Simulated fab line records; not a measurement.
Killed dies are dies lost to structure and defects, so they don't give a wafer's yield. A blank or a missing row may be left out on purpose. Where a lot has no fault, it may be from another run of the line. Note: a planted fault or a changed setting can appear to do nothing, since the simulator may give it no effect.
Which of the tools did it?	flow gf180mcu	12 lots with 36 wafers sampled at 6 steps, on a route of 602 steps

== WHAT EACH GAUGE READ, for each wafer ==
GF_DUAL_GATE_THK_MEAS_03.
lot	measured	on	DUAL_GATE_OXIDATION_00_THK (nm)
L918	day 8 01:40	film metro-01	10.79 10.93 10.91
L919	day 8 04:47	film metro-02	10.96 10.94 10.71
L921	day 8 17:59	film metro-03	10.96 10.85 11.03
L923	day 9 09:49	film metro-01	11.12 10.98 10.95
L926	day 10 04:09	film metro-01	10.99 10.92 10.79
L928	day 10 16:58	film metro-01	10.88 10.84 10.99
L929	day 11 01:34	film metro-02	10.90 10.81 11.03
L935	day 12 18:16	film metro-03	10.53 10.55 10.72
L936	day 12 23:19	film metro-01	10.87 10.77 10.76
L937	day 13 06:55	film metro-02	10.53 10.51 10.70
L939	day 13 19:58	film metro-03	10.74 10.59 10.61
L940	day 14 01:50	film metro-03	10.61 10.63 10.68

GF_POLY_GATE_THK_MEAS_01.
lot	measured	on	POLY_GATE_CVD_00_THK (nm)
L918	day 8 22:40	film metro-03	203.1 200.8 201.4
L919	day 9 01:11	film metro-01	199.6 201.4 200.1
L921	day 9 14:24	film metro-03	198.5 198.5 197.7
L923	day 10 07:02	film metro-01	199.6 202.0 201.0
L926	day 11 01:27	film metro-04	200.7 200.7 200.0
L928	day 11 14:01	film metro-04	198.2 199.7 198.9
L929	day 12 00:57	film metro-03	200.5 201.0 200.7
L935	day 13 20:07	film metro-01	197.6 198.8 197.2
L936	day 13 23:32	film metro-03	199.8 198.7 198.6
L937	day 14 07:30	film metro-03	199.8 199.1 200.5
L939	day 14 19:17	film metro-01	202.4 203.6 203.6
L940	day 15 01:52	film metro-01	202.0 199.6 199.9

GF_POLY_GATE_THK_MEAS_17.
lot	measured	on	POLY_GATE_OXIDATION_THK (nm)
L918	day 9 17:15	film metro-01	4.05 3.98 4.08
L919	day 9 20:34	film metro-01	4.22 4.07 4.17
L921	day 10 09:48	film metro-01	3.98 3.98 4.08
L923	day 11 02:50	film metro-04	3.94 3.95 3.91
L926	day 11 22:44	film metro-01	3.97 4.00 4.02
L928	day 12 11:03	film metro-04	3.89 3.98 3.79
L929	day 12 23:46	film metro-03	3.88 3.94 3.88
L935	day 14 18:08	film metro-04	3.95 4.00 3.89
L936	day 14 22:23	film metro-04	3.99 4.04 3.96
L937	day 15 06:19	film metro-04	3.87 3.97 4.01
L939	day 15 18:37	film metro-01	4.04 3.99 3.93
L940	day 16 01:19	film metro-01	3.95 4.06 3.90

GF_HV_LDD_TW_MEAS_38.
lot	measured	on	HV_LDD_3_TW
L918	day 12 01:44	film metro-03	1442 1444 1438
L919	day 12 04:34	film metro-03	1437 1450 1451
L921	day 12 20:26	film metro-02	1442 1443 1436
L923	day 13 15:06	film metro-02	1442 1433 1451
L926	day 14 12:30	film metro-04	1458 1463 1456
L928	day 15 01:20	film metro-02	1430 1438 1430
L929	day 15 15:45	film metro-03	1446 1451 1447
L935	day 17 14:04	film metro-04	31 31 31
L936	day 17 17:56	film metro-04	30 31 31
L937	day 18 03:18	film metro-03	1445 1447 1444
L939	day 18 17:18	film metro-02	1436 1441 1442
L940	day 18 23:43	film metro-02	1434 1436 1439

== WHICH TOOL RAN EACH LOT (tool, then ch and the chambers of the sampled wafers, then the start) ==
lot	GF_HV_LDD_STRIP_22	GF_HV_LDD_STRIP_37
L918	plasma asher-03 ch 0,1, day 11 06:05	plasma asher-02 ch 0,1, day 12 01:38
L919	plasma asher-03 ch 0,1, day 11 08:43	plasma asher-02 ch 0,1, day 12 04:28
L921	plasma asher-03 ch 0,1, day 11 23:25	plasma asher-02 ch 0,1, day 12 20:20
L923	plasma asher-03 ch 0,1, day 12 18:05	plasma asher-01 ch 0,1, day 13 15:00
L926	plasma asher-03 ch 0,1, day 13 14:51	plasma asher-01 ch 0,1, day 14 12:24
L928	plasma asher-03 ch 0,1, day 14 03:50	plasma asher-03 ch 0,1, day 15 01:13
L929	plasma asher-02 ch 0, day 14 17:04	plasma asher-03 ch 0,1, day 15 15:39
L935	plasma asher-03 ch 0,1, day 16 14:27	plasma asher-01 ch 0,1, day 17 13:57
L936	plasma asher-01 ch 0,1, day 16 18:40	plasma asher-01 ch 0,1, day 17 17:52
L937	plasma asher-03 ch 0,1, day 17 02:45	plasma asher-01 ch 1, day 18 03:12
L939	plasma asher-03 ch 0,1, day 17 16:50	plasma asher-01 ch 0,1, day 18 17:12
L940	plasma asher-02 ch 0,1, day 17 23:42	plasma asher-03 ch 0,1, day 18 23:36
- GF_HV_LDD_STRIP_22: strips in O2/N2.
- GF_HV_LDD_STRIP_37: strips in O2/N2.

== WHAT THE TOOLS THEMSELVES READ (means of the sampled wafers that have a number; where no wafer has one, the mark that the record gives instead) ==
GF_HV_LDD_STRIP_22.
lot	tool	chamber pressure mTorr (mTorr)	drypump motor current A (A)	heater power w (W)	oes product au (a.u.)	strip time to endpoint s (s)
L918	plasma asher-03	1500.6	5.68	339	0.716	12.63
L919	plasma asher-03	1499.7	5.67	330	0.721	12.63
L921	plasma asher-03	1498.7	5.87	342	0.718	12.59
L923	plasma asher-03	1501.0	5.68	339	0.716	12.62
L926	plasma asher-03	1500.7	5.66	336	0.720	12.64
L928	plasma asher-03	1499.1	5.86	345	0.718	12.68
L929	plasma asher-02	1500.9	5.51	309	0.715	12.67
L935	plasma asher-03	-	-	-	-	-
L936	plasma asher-01	-	-	-	-	-
L937	plasma asher-03	1501.3	5.84	340	0.715	12.65
L939	plasma asher-03	1500.1	5.67	337	0.713	12.65
L940	plasma asher-02	1501.2	5.97	357	0.717	12.61

GF_HV_LDD_STRIP_37.
lot	tool	chamber pressure mTorr (mTorr)	drypump motor current A (A)	heater power w (W)	oes product au (a.u.)	strip time to endpoint s (s)
L918	plasma asher-02	1501.5	5.75	328	0.721	12.65
L919	plasma asher-02	1500.6	5.96	355	0.715	12.62
L921	plasma asher-02	1499.9	5.94	352	0.710	12.65
L923	plasma asher-01	1499.7	5.59	364	0.716	12.64
L926	plasma asher-01	1500.5	5.59	360	0.713	12.66
L928	plasma asher-03	1500.1	5.67	337	0.718	12.68
L929	plasma asher-03	1499.8	5.65	339	0.714	12.59
L935	plasma asher-01	1500.3	5.60	362	0.717	27.62
L936	plasma asher-01	1499.9	5.57	362	0.718	27.59
L937	plasma asher-01	1499.8	5.56	363	0.719	12.63
L939	plasma asher-01	1499.1	5.60	359	0.716	12.61
L940	plasma asher-03	1500.2	5.65	338	0.713	12.71

== THE ANSWER, worked out from the rows above alone ==
Rule: the usual values come from the lots themselves. Put in order of their means at a reading, lots are off if they are a third of the lots or fewer, leave a main group of 4 or more, and stand apart from it by a gap of 3 or more times the standard deviation of the main group's means; of several such gaps the widest counts. If all means in a main group match to the digits the tables above print for the reading, that group is not used. A lot without any number at a reading at which 4 lots or more have one is off too. All remaining lots with rows at the step are treated as sound. After the gauges, taken in route order, come the tools' own readings; for these a lot's mean is taken, as printed above. The first step at which some lot is off is used, and at that step the reading that is off furthest; a lot without a number counts as furthest.
Off: L935, L936, at GF_HV_LDD_TW_MEAS_38 (HV_LDD_3_TW). For the main group the mean is 1443 and the standard deviation 6.8.
A tool fits if, at a process step before that reading, it ran every lot that is off, and no sound lot after the first of them. The gauges at GF_HV_LDD_TW_MEAS_38 aren't tried: what is off there is off at GF_HV_LDD_STRIP_22 too, on other tools, and a gauge's error can't cause that. Not one of the candidates tried fits.

== WHAT THE SIMULATOR HAD INSERTED ==
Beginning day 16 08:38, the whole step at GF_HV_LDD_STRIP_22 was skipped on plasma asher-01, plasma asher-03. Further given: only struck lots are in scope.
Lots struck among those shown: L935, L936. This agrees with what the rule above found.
